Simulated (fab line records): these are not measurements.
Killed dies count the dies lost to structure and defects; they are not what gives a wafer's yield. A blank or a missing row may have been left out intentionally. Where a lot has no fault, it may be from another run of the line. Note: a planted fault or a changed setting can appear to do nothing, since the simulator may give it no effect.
Which of the tools did it? -- flow gf180mcu -- 21 wafers from 7 lots sampled at 3 of the route's 602 steps

== WHAT THE GAUGES SHOWED, per wafer ==
GF_DNWELL_TW_MEAS_09.
lot,measured,on,DNWELL_TW
L544,day 3 04:44,film metro-04,1345 1346 1333
L553,day 5 01:05,film metro-04,1344 1338 1339
L557,day 5 21:52,film metro-04,1340 1341 1350
L559,day 6 07:47,film metro-03,1340 1337 1335
L563,day 7 04:52,film metro-03,1316 1321 1320
L565,day 7 15:38,film metro-01,1354 1359 1363

== WHAT TOOL EACH LOT RAN ON (gives the tool, then ch and the chambers of the sampled wafers, and finally the start) ==
lot,GF_STI_OXIDATION_29,GF_DNWELL_STRIP_08
L544,"furnace-02 ch 0, day 2 15:29","plasma asher-02 ch 0,1, day 3 04:37"
L547,"furnace-02, day 3 02:22",-
L553,"furnace-02 ch 0, day 4 09:32","plasma asher-04 ch 0,1, day 5 00:59"
L557,"furnace-01 ch 0, day 5 05:39","plasma asher-02 ch 0,1, day 5 21:46"
L559,"furnace-02 ch 0, day 5 15:16","plasma asher-04 ch 0,1, day 6 07:41"
L563,"furnace-02 ch 0, day 6 11:28","plasma asher-02 ch 0,1, day 7 04:46"
L565,"furnace-02 ch 0, day 6 22:13","plasma asher-02 ch 0,1, day 7 15:32"
- GF_STI_OXIDATION_29: stabilise 600 s, purge 300 s, target thk 10 nm.
- GF_DNWELL_STRIP_08: strips in O2/N2.

== THE ANSWER, worked out from the rows above alone ==
Rule: the lots themselves supply what counts as usual. The widest of any qualifying gaps counts: lots, ordered by their means at a reading, are off when they make up no more than a third of the lots, leave a main group of 4 or more, and stand apart from it by 3 or more times the standard deviation of that group's means. If all means in a main group match to the digits the tables above print for the reading, that group is not used. A lot without any number at a reading at which 4 lots or more have one is off too. The other lots that the step has rows for count as sound.
No lot is off at any reading shown: from this, nothing can be told.

== WHAT WAS PUT IN BY THE SIMULATOR ==
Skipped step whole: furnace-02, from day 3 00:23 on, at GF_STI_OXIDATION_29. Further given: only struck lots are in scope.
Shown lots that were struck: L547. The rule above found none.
